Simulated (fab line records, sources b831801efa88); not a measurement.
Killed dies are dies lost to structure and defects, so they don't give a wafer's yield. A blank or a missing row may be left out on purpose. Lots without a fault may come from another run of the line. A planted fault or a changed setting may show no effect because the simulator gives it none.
Problem report in the 8D (eight disciplines) form, filled by code | flow sky130 | the parts of the form that need people (team, actions taken, sign-off) are left out

1. THE PROBLEM
VIA1_W_RS at SKY_VIA1_RS_MEAS_22 reads a mean of 0.445 ohm/sq on 1 wafer of 1 lot; wafers without a fault read 0.426 ohm/sq with a standard deviation of 0.0035. That is +5.4 standard deviations from the usual mean.
The step: measures by four-point-probe.
First seen on wafer L114.6, day 38 12:12, on film_metro-02. The record holds 33 wafers of 11 lots with a number at this step. Rule for "out", or "out of limits": more than 4 standard deviations from the usual mean. The other wafers with a number count as sound.

2. WHAT IT IS AND WHAT IT IS NOT
question                    | is                | is not
which readings at this step | VIA1_W_RS         | -
which lots                  | L114              | L100, L102, L103, L106, L107, L108, L117, L118, L122, L999
which wafers of those lots  | L114.6            | L114.2, L114.5
read on which gauges        | film_metro-02     | film_metro-01, film_metro-03
when                        | from day 38 12:12 | up to then (23 sound wafers); but 9 sound wafers of L117, L118, L122 came after

3. SUSPECTS, AND WHAT RULES EACH OUT
Counting: a tool at a process step up to the reading stays a suspect if it ran every lot that is out. Sound lots after the first of them don't rule it out here, since some wafers of a struck lot are sound.
- the gauge at SKY_VIA1_RS_MEAS_22: kept. All the wafers that are out were read on film_metro-02, and no step on other tools shows them out.
- plasma_asher-04 at SKY_METAL1_STRIP_20 (strips in O2/N2): kept. It ran the lot that is out, L114 (day 37 08:56); its last sound lot up to then is L108 (day 35 13:15).
- cvd_w-02 at SKY_VIA1_CVD_21 (deposits W, target thk 270 nm, time 80.902 s): kept. It ran the lot that is out, L114 (day 38 12:05); its last sound lot up to then is L108 (day 36 17:10).
- Within plasma_asher-04 at SKY_METAL1_STRIP_20: the wafers that are out ran in chamber 0; their sound lot-mates ran in chamber 1.
- Within cvd_w-02 at SKY_VIA1_CVD_21: the wafers that are out ran in chamber 0; their sound lot-mates ran in chamber 1.
Left after counting: plasma_asher-04 at SKY_METAL1_STRIP_20, cvd_w-02 at SKY_VIA1_CVD_21, film_metro-02 at SKY_VIA1_RS_MEAS_22.

4. THE CAUSE (what the simulator had put in)
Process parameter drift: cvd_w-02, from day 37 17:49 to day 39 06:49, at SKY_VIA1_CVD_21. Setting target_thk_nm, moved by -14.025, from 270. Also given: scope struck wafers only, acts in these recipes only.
Counting left 3 suspects, and this tool is among them.

5. THE CHAIN OF EFFECTS, in route order
Each row: a reading whose mean over the struck wafers that have a number lies more than 3 standard deviations from the usual. Only readings for which the record gives a usual standard deviation are gone through. hours: the time from each lot's start at the first step in this table that gives one to its start at this step, as a median over the lots. sigmas: the change in usual standard deviations.
hours | step                 | reading    | usual        | on struck wafers | change | sigmas
0     | SKY_VIA1_RS_MEAS_22  | VIA1_W_RS  | 0.426 ohm/sq | 0.445            | +0.019 | +5.4
0     | SKY_VIA1_THK_MEAS_23 | VIA1_W_THK | 258 nm       | 245              | -13    | -4.2

6. WHAT WOULD HAVE CAUGHT IT SOONER
In this record the first reading out of limits at a measuring or inspecting step was taken at day 38 12:12, 18 hours after the fault began at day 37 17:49.
Of the tool readings at SKY_VIA1_CVD_21 for which the record gives a usual standard deviation, none was out on any struck wafer, so an alarm limit of 4 standard deviations on them would not have fired.
All the lots that are out (1) had begun SKY_VIA1_CVD_21 on cvd_w-02 by day 38 12:12. A hold on the tool at that time would have spared none of them.
